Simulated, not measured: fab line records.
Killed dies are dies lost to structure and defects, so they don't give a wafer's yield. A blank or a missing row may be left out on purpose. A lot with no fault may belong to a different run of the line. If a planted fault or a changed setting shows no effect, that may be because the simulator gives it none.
Which tool was responsible? | flow sky130 | 6 lots, 18 wafers sampled, at 4 steps of a route of 708

## WHAT THE GAUGES SHOWED, per wafer
SKY_SD_N_TW_MEAS_12.
lot  | measured     | on           | SD_N_TW
L241 | day 28 18:47 | filmMetro-02 | 4013 4014 4013
L243 | day 30 03:43 | filmMetro-03 | 3934 3962 3942
L246 | day 30 16:27 | filmMetro-03 | 3931 3942 3960
L248 | day 31 04:35 | filmMetro-02 | 4019 4025 4021
L249 | day 31 13:20 | filmMetro-02 | 4016 4029 4033
L255 | day 33 15:55 | filmMetro-01 | 30 30 30

## EACH LOT AND THE TOOL THAT RAN IT (in order: tool; ch and the chambers of the sampled wafers; start)
lot  | SKY_SPACER_ETCHBACK_02            | SKY_RES_XHIGH_STRIP_08              | SKY_SD_N_STRIP_11
L241 | rieDiel-01 ch 0,3, day 23 21:13   | plasmaAsher-04 ch 0,1, day 27 14:16 | plasmaAsher-02 ch 0,1, day 28 18:41
L243 | rieDiel-04 ch 0,1,2, day 25 08:23 | plasmaAsher-04 ch 0,1, day 28 23:10 | plasmaAsher-01 ch 0,1, day 30 03:37
L246 | rieDiel-02 ch 1,2,3, day 25 21:17 | plasmaAsher-04 ch 0,1, day 29 12:30 | plasmaAsher-02 ch 0,1, day 30 16:22
L248 | rieDiel-01 ch 2,3, day 26 10:12   | plasmaAsher-02 ch 0,1, day 30 00:43 | plasmaAsher-01 ch 0,1, day 31 04:29
L249 | rieDiel-02 ch 1,2, day 26 21:05   | plasmaAsher-01 ch 0,1, day 30 10:55 | plasmaAsher-01 ch 0, day 31 13:14
L255 | rieDiel-02 ch 1,3, day 29 02:38   | plasmaAsher-04 ch 0,1, day 32 12:46 | plasmaAsher-01 ch 0,1, day 33 15:49
- SKY_SPACER_ETCHBACK_02: etches Si3N4 in CH3F/O2, stops on SiO2, time 46.7 s, target depth 45 nm.
- SKY_RES_XHIGH_STRIP_08: strips in O2/N2.
- SKY_SD_N_STRIP_11: strips in O2/N2.

## THE ANSWER, worked out from the rows above alone
Rule: the usual values come from the lots themselves. The widest of any qualifying gaps counts: lots, ordered by their means at a reading, are off when they make up no more than a third of the lots, leave a main group of 4 or more, and stand apart from it by 3 or more times the standard deviation of that group's means. If all means in a main group match to the digits the tables above print for the reading, that group is not used. Also off: a lot with no number at a reading for which 4 or more lots have one. Where the step has rows for the other lots, those lots are counted as sound.
Off: L255, seen at SKY_SD_N_TW_MEAS_12 (SD_N_TW). Main group: mean 3990, sd 37.
If a tool, at a process step before that reading, ran all the lots that are off and no sound lot after the first of them, it fits. Gauges at SKY_SD_N_TW_MEAS_12: tried the same way as those tools. Can't be told from this: 4 tools fit, rieDiel-02 at SKY_SPACER_ETCHBACK_02, plasmaAsher-04 at SKY_RES_XHIGH_STRIP_08, plasmaAsher-01 at SKY_SD_N_STRIP_11, filmMetro-01 at SKY_SD_N_TW_MEAS_12.

## WHAT THE SIMULATOR HAD INSERTED
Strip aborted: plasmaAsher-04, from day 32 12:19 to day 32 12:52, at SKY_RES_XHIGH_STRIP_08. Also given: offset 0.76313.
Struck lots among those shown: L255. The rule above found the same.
